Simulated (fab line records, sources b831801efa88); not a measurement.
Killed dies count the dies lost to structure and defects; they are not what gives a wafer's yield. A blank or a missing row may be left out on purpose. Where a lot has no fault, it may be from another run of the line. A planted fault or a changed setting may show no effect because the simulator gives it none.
Chamber matching	flow gf180mcu	GF_V4_CVD_02 on pecvd-02 has 3 sister chambers
The step deposits SiO2 from TEOS, target thk 850 nm, time 94.851 s. 16 wafers are shown with their chamber, then 8 later ones without.

## EACH WAFER AND ITS CHAMBER
wafer	chamber	heater_power_w (W)	rf_fwd_power_W (W)
L077.1	2	628	598.6
L077.3	0	597	596.9
L077.5	2	667	599.9
L085.2	2	678	596.4
L085.5	2	717	594.1
L085.6	0	581	596.2
L086.2	2	644	597.2
L086.3	0	555	598.1
L086.6	1	640	600.3
L089.4	1	794	596.0
L089.5	2	676	599.2
L089.6	0	571	594.9
L091.1	2	692	600.4
L091.3	0	540	595.9
L091.4	2	719	598.4
L092.2	1	654	594.2

SIGNATURES (means of the wafers above)
reading	chamber 0	chamber 1	chamber 2	scatter within a chamber
heater_power_w	568.80	696.00	677.62	42.7
rf_fwd_power_W	596.400	596.833	598.025	2.06
Rule: distance of a wafer from a chamber = root of the sum over the readings of ((wafer's reading minus chamber's mean) / reading's scatter) squared. The wafer belongs to the nearest chamber; if the next one is less than 2 further off, it can't be placed. The scatter: the root of (the sum of the squares of (reading less its chamber's mean) over the shown wafers, divided by (wafers less chambers)).

## WAFERS WITH NO CHAMBER GIVEN
wafer	heater_power_w (W)	rf_fwd_power_W (W)
L092.5	709	596.3
L092.6	711	596.3
L096.3	693	602.1
L096.4	468	596.3
L096.5	759	599.2
L097.2	755	595.2
L097.4	786	598.7
L097.6	480	597.0

## EACH ONE'S CHAMBER
wafer	from the rows above	in truth
L092.5	can't be placed: 1 or 2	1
L092.6	can't be placed: 1 or 2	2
L096.3	can't be placed: 2 or 1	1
L096.4	0	0
L096.5	can't be placed: 1 or 2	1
L097.2	can't be placed: 1 or 2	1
L097.4	can't be placed: 1 or 2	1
L097.6	0	0
2 of 8 placed correctly. From these rows, 6 cannot be placed; in 6 the true chamber is one of the candidates. Number placed wrongly: 0.
